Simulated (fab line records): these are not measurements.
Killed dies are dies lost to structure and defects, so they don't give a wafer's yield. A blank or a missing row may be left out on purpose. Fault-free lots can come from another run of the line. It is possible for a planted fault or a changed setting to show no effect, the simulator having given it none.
2 desks, one fault    flow sky130    every desk sees just its own numbers, and what lay behind them comes last

## METROLOGY DESK
What the gauges read, lot by lot, whatever tool the lot ran on: means of the sampled wafers that have a number. Marked OUT: a lot whose mean sits more than 4 standard deviations from the usual mean, which makes it out of limits; the brackets give that distance.
Columns: A = METAL2_OVL at SKY_METAL2_OVL_MEAS_16, usual 1 nm
lot   first seen here  A
L705  day 35 19:46     -2
L707  day 36 03:07     -1
L709  day 36 19:46     2
L711  day 37 16:31     -1
L716  day 39 02:09     -8
L718  day 39 10:31     4
L720  day 40 07:16     3
L724  day 41 06:16     4
L726  day 41 18:04     -3
L727  day 41 22:44     4
Finding of this desk: none of the 10 lots has anything out of limits.

## FOR THE TOOL OWNER'S DESK: rie_diel-02
The tool's own readings at SKY_VIA2_ETCH_14 (etches BARC in N2/H2, stops on SiO2, time 45.9 s, target depth 60 nm): means of the sampled wafers that have a number, for each lot that ran on this tool. Marked OUT: a lot whose mean sits more than 4 standard deviations from the usual mean, which makes it out of limits; the brackets give that distance.
Columns: A = chamber_pressure_mTorr at SKY_VIA2_ETCH_14, usual 30.001 mTorr; B = drypump_motor_current_A at SKY_VIA2_ETCH_14, usual 5.9 A; C = h2_flow_sccm at SKY_VIA2_ETCH_14, usual 200.0 sccm; D = oes_product_au at SKY_VIA2_ETCH_14, usual 0.854 a.u.; E = rf_fwd_power_W at SKY_VIA2_ETCH_14, usual 495.1 W; F = throttle_valve_pct at SKY_VIA2_ETCH_14, usual 13.224 %
lot   first seen here  A       B    C      D      E                F
L707  day 37 06:26     29.998  6.1  200.7  0.854  495.6            13.226
L711  day 38 19:18     30.021  5.7  199.7  0.854  494.6            13.218
L716  day 40 05:08     30.009  5.8  200.1  0.860  495.4            13.225
L718  day 40 12:38     29.968  5.8  199.3  0.850  562.0 (+35) OUT  13.235
L720  day 41 08:33     30.019  5.8  200.0  0.853  563.5 (+36) OUT  13.226
This desk finds L718, L720 out of limits, L718 being first, at day 40 12:38 (rf_fwd_power_W at SKY_VIA2_ETCH_14). In limits: L707, L711, L716.

## PUT TOGETHER
The tool owner's desk had the chance to raise an alarm at day 40 12:38 on L718, L720.
At the metrology desk, nothing out of limits was observed.
The metrology desk has L718, L720 on record, within its limits.
SKY_VIA2_ETCH_14 was run on rie_diel-02 by each of the lots named.

## WHAT THE SIMULATOR HAD INSERTED
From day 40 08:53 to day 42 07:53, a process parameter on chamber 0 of rie_diel-02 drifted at SKY_VIA2_ETCH_14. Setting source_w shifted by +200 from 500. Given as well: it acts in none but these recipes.
Lots struck among those shown: L718, L720.
Delay in hours, fault start to first out-of-limits reading, by desk: the tool owner's desk at 4.
